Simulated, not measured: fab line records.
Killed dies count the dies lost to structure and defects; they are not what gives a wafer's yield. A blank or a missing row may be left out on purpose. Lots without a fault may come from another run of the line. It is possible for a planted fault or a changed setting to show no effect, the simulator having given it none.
A struck lot beside a sound one || flow sky130 || 15 steps out of a route of 708
Sound: the wafers L947.2, L947.3, L947.5. Struck: wafers L957.1, L957.4, L957.5. The cause is named last.
Each step with rows lists, per side, the tool, then ch with its chambers, then its first start. Under that, the readings that differ: sound wafers || struck wafers || difference of the means || sigmas: that difference in standard deviations of wafers without a fault.
alike: words and numbers the same on both sides, and readings whose means are apart by under 2 such deviations; not compared: readings that were withheld, readings missing a value for some wafer, numbers with overlapping values and no deviation given by the record, and bounds like >300 which may hide the same value.
The two part at a step that has a row with sigmas, a row that says differs or no value, or rows on one side only. When numbers do not overlap yet have no deviation, they are printed without sigmas and do not part them. A reading missing from all wafers of one side parts the sides only when that side holds two or more wafers.

first, 7 steps without rows for these wafers: SKY_CONTACT_HMDS_07 (prime time 60 s); SKY_CONTACT_COAT_08 (resist thk 60 nm); SKY_CONTACT_COAT_09 (resist thk 450 nm); SKY_CONTACT_SOFTBAKE_10 (time 90 s); SKY_CONTACT_EXPOSE_11 (exposes mask CTM1, target cd 170 nm); SKY_CONTACT_PEB_12; SKY_CONTACT_DEVELOP_13 (develop time 60 s).
SKY_CONTACT_CD_MEAS_14: target cd 170 nm.
  sound: cdSem-02 at day 32 04:08; struck: cdSem-01 at day 35 12:58
  alike: cdNm
SKY_CONTACT_OVL_MEAS_15:
  sound: overlay-02 at day 32 04:14; struck: overlay-01 at day 35 13:05
  alike: CONTACT_OVL
SKY_CONTACT_ETCH_16: etches BARC in N2/H2, stops on SiO2, time 45.9 s, target depth 60 nm.
  sound on rieDiel-03 ch 1,3, day 32 04:16; struck on rieDiel-04 ch 1,2,3, day 35 13:07
  alike: drypumpMotorCurrentA, oesProductAu, throttleValvePct
  not compared: rfHoursCounterH
SKY_CONTACT_ETCH_17: etches SiO2 in C4F8/O2/Ar, stops on Si3N4, target depth 340 nm.
  sound on rieDiel-03 ch 1,3, day 32 04:19; struck on rieDiel-04 ch 1,2,3, day 35 13:10
  alike: oesProductAu
SKY_CONTACT_ETCH_18: etches Si3N4 in CHF3/O2, stops on TiN, time 39 s, target depth 75 nm.
  sound on rieDiel-03 ch 1,3; struck on rieDiel-04 ch 1,2,3
  alike: drypumpMotorCurrentA, oesProductAu, throttleValvePct
  not compared: rfHoursCounterH
SKY_CONTACT_STRIP_19: strips in O2/N2.
  sound on plasmaAsher-04 ch 0,1, day 32 04:24; struck on plasmaAsher-04 ch 0,1, day 35 13:15
  no value came back on the struck wafers for chamberPressureMTorr (mTorr), drypumpMotorCurrentA (A), oesProductAu (a.u.), stripTimeToEndpointS (s); on the sound wafers chamberPressureMTorr (mTorr) reads 1499.5 1501.5 1499.2
{"reading": "model.KrF-thick_of_CONTACT_COAT_09.thkNm (nm)", "sound": "0 0 0", "struck": "247.2 243.3 242.7", "difference": "+244.4", "sigmas": ""}
  not compared: rfHoursCounterH
then, 1 step without rows for these wafers: SKY_CONTACT_STRIP_20 (strips in post etch residue remover, time 1200 s).
-- the record jumps here: 13 days lie between the struck wafers' starts before and after (it left off in module CONTACT and takes up again in module PAD_OPEN, whose first step shown is number 708 of the route) --
SKY_PAD_OPEN_PROBE_99:
  sound: prober-02 at day 46 09:03; struck: prober-02 at day 48 21:41
{"reading": "killedAtContacts", "sound": "28 32 20", "struck": "430 436 428", "difference": "+405", "sigmas": "+74"}
{"reading": "killedAtOther", "sound": "0 0 0", "struck": "1 1 1", "difference": "+1", "sigmas": "+2"}
{"reading": "killedDies", "sound": "92 85 91", "struck": "492 492 492", "difference": "+403", "sigmas": "+37"}
{"reading": "killedOnRim", "sound": "24 13 20", "struck": "96 96 96", "difference": "+77", "sigmas": "+19"}
  alike: killed_at_M0_to_M3, killed_at_M4_up, killedAtFrontEnd, killedOpen, killedShort

## WHERE THEY PART
Last at SKY_PAD_OPEN_PROBE_99 as far as this record goes, first at SKY_CONTACT_STRIP_19.

WHY: what the simulator had put in
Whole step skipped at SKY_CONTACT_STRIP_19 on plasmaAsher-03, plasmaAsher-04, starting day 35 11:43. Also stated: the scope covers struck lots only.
